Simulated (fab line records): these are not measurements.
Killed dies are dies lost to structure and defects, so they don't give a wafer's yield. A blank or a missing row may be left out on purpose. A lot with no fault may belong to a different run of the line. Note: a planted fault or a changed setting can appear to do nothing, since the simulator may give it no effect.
A lot that was struck, set against a sound lot ; flow gf180mcu ; 18 out of 602 route steps
Sound: wafers L614.2, L614.3, L614.5. Wafers L635.1, L635.2, L635.4 were the ones struck. The cause is given at the end.
At each step with rows: each side's tool, then ch and its chambers, then its first start. Under that, the readings that differ: sound wafers ; struck wafers ; difference of the means ; sigmas: that difference in standard deviations of wafers without a fault.
alike: readings with means less than 2 such deviations apart, plus words and numbers identical on both sides. not compared: withheld readings, readings lacking a value on some wafer, bounds such as >300 that could conceal the same value, and numbers that have no deviation in the record and whose values overlap.
Wherever a step has rows on one side only, a row that says differs or no value, or a row with sigmas, the two part there. Numbers that don't overlap but have no deviation are shown without sigmas and don't part them. Lack of a reading on every wafer of one side parts them only where that side has two or more wafers.

first, 3 steps without rows for these wafers: GF_V3_EXPOSE_11 (exposes mask Via3, target cd 260 nm); GF_V3_PEB_12 (peb time 90 s); GF_V3_DEVELOP_13 (develop time 60 s).
GF_V3_CD_MEAS_14 targets a cd of 260 nm.
  struck on cd sem-02, day 29 17:27; sound on cd sem-02, day 23 13:40
  alike: cd nm
GF_V3_OVL_MEAS_15:
  struck on overlay-01, day 29 17:34; sound on overlay-01, day 23 13:46
  alike: V3_OVL
then, 1 step without rows for these wafers: GF_V3_ETCH_16 (etches BARC in N2/H2).
GF_V3_ETCH_17: etches SiO2 in C4F8/O2/Ar, stops on TiN, target depth 635 nm.
  sound on rie diel-04 ch 0,1,2; struck on rie diel-03 ch 0,1,3
  alike: oes product au, rf fwd power W
GF_V3_STRIP_18: strips in O2/N2.
  sound on plasma asher-01 ch 0,1, day 23 13:56; struck on plasma asher-01 ch 0,1, day 29 17:44
  alike: drypump motor current A, heater power w, oes product au
  not compared: rf hours counter h
then, 2 steps without rows for these wafers: GF_V3_STRIP_19 (strips in post etch residue remover, time 1200 s); GF_V3_CLEAN_20 (cleans in DIW).
GF_V3_SPUTTER_21: material Ti, target thk 15 nm, time 80.02 s.
  struck on pvd sputter-02, day 29 18:16; sound on pvd sputter-02, day 23 14:30
  alike: throttle valve pct
GF_V3_SPUTTER_22: material TiN, target thk 10 nm, time 40 s.
  struck on pvd sputter-02, day 29 18:20; sound on pvd sputter-02, day 23 14:34
  alike: throttle valve pct
GF_V3_CVD_23: deposits W, target thk 350 nm, time 104.9 s.
  sound on cvd w-02 ch 1, day 23 14:36; struck on cvd w-02 ch 0,1, day 29 18:22
reading;sound;struck;difference;sigmas
model.W_of_V3_CVD_23.thk nm (nm);344.1 343.6 343.9;625.3 618.9 618.4;+277.0;
  alike: heater power w
GF_V3_RS_MEAS_24: a four-point-probe measurement.
  struck on film metro-03, day 29 18:29; sound on film metro-01, day 23 14:44
reading;sound;struck;difference;sigmas
V3_W_RS (ohm/sq);0.334 0.334 0.334;0.182 0.184 0.184;-0.151;-33
GF_V3_THK_MEAS_25: measures by xrf.
  struck on film metro-03, day 29 18:36; sound on film metro-01, day 23 14:50
reading;sound;struck;difference;sigmas
V3_W_THK (nm);338 337 338;570 564 563;+228;+39
GF_V3_CMP_26: polishes, stops on SiO2, t overpolish 15 s, target thk 0 nm.
  sound on cmp-01 ch 1,2, day 23 14:53; struck on cmp-02 ch 0,1,3, day 29 18:40
reading;sound;struck;difference;sigmas
time to endpoint s (s);81 80 82;148 139 138;+61;+17
  alike: head pressure psi, motor current A, platen rpm
GF_M4_SPUTTER_00: material Ti, target thk 37.5 nm, time 150 s.
  struck on pvd sputter-03, day 29 18:58; sound on pvd sputter-03, day 23 15:11
  alike: throttle valve pct
then, 1 step without rows for these wafers: GF_PASSIVATION_PROBE_99.

## WHERE THEY PART
At GF_V3_RS_MEAS_24 first; at GF_V3_CMP_26 last (within this record only). Later steps at which nothing parts them and some readings are alike: GF_M4_SPUTTER_00.

WHY: whatever the simulator had introduced
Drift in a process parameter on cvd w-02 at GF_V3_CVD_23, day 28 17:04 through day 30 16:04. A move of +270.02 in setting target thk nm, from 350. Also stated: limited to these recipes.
